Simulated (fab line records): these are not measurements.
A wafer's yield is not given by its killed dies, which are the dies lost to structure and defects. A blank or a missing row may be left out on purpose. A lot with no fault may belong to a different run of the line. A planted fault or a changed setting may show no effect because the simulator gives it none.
Commonality check across tools	flow gf180mcu	12 lots and 36 wafers in the sample

## REASON FOR OPENING
At GF_HV_LDD_TW_MEAS_38 the reading HV_LDD_3_TW is flagged on 4 of 12 lots. No-fault wafers: 1431, standard deviation 18.
Rule: a lot is flagged when every wafer of it that has a number lies more than 4 standard deviations from that mean, or none has a number. As for the other lots, they are considered sound.

lot	measured	on	HV_LDD_3_TW, wafer by wafer	flag
L239	day 12 02:37	film_metro-04	1426 1425 1424	
L238	day 12 07:10	film_metro-01	1457 1465 1469	
L240	day 12 11:41	film_metro-04	1423 1429 1420	
L241	day 12 22:38	film_metro-01	1469 1461 1469	
L244	day 13 18:47	film_metro-04	1435 1439 1438	
L245	day 13 23:49	film_metro-02	1402 1414 1415	
L246	day 14 11:47	film_metro-01	1453 1458 1456	
L247	day 14 18:14	film_metro-04	1419 1423 1420	
L248	day 15 02:46	film_metro-02	1580 1571 1576	FLAGGED
L249	day 15 08:59	film_metro-02	1560 1565 1574	FLAGGED
L250	day 15 23:53	film_metro-04	1594 1603 1596	FLAGGED
L251	day 16 09:31	film_metro-01	1617 1629 1627	FLAGGED
The numbers of the flagged lots are 1591 on average: +160 against the usual, or +9 standard deviations.

## WHICH TOOL EACH LOT WENT THROUGH
The record holds 1 process step before the reading, out of a route of 602 steps. Cell contents, in order: the tool; ch with the chambers the sampled wafers went through; the start.
lot	flag	GF_HV_LDD_IMPLANT_35
L239		implanter-02 ch 0, day 12 02:13
L238		implanter-01 ch 0, day 12 06:46
L240		implanter-01 ch 0, day 12 11:17
L241		implanter-02 ch 0, day 12 22:15
L244		implanter-01 ch 0, day 13 18:25
L245		implanter-02 ch 0, day 13 23:25
L246		implanter-01 ch 0, day 14 11:22
L247		implanter-04 ch 0, day 14 17:50
L248	FLAGGED	implanter-04 ch 0, day 15 02:22
L249	FLAGGED	implanter-01 ch 0, day 15 08:35
L250	FLAGGED	implanter-02 ch 0, day 15 23:29
L251	FLAGGED	implanter-01 ch 0, day 16 09:07
What is done by these steps:
- GF_HV_LDD_IMPLANT_35
- GF_HV_LDD_TW_MEAS_38

## FLAGGED OVER TOTAL, TOOL BY TOOL (the gauges that took the reading come last)
step	tool	lots run	flagged	share of the flagged lots	sound lots run after its first flagged lot
GF_HV_LDD_IMPLANT_35	implanter-01	6	2	some	0
GF_HV_LDD_IMPLANT_35	implanter-02	4	1	some	0
GF_HV_LDD_IMPLANT_35	implanter-04	2	1	some	0
GF_HV_LDD_TW_MEAS_38	film_metro-01	4	1	some	0
GF_HV_LDD_TW_MEAS_38	film_metro-02	3	2	some	0
GF_HV_LDD_TW_MEAS_38	film_metro-04	5	1	some	0

## THE TABLE: WHAT IT ALLOWS
No row of the table ran every flagged lot.

## WHAT THE SIMULATOR HAD PUT IN
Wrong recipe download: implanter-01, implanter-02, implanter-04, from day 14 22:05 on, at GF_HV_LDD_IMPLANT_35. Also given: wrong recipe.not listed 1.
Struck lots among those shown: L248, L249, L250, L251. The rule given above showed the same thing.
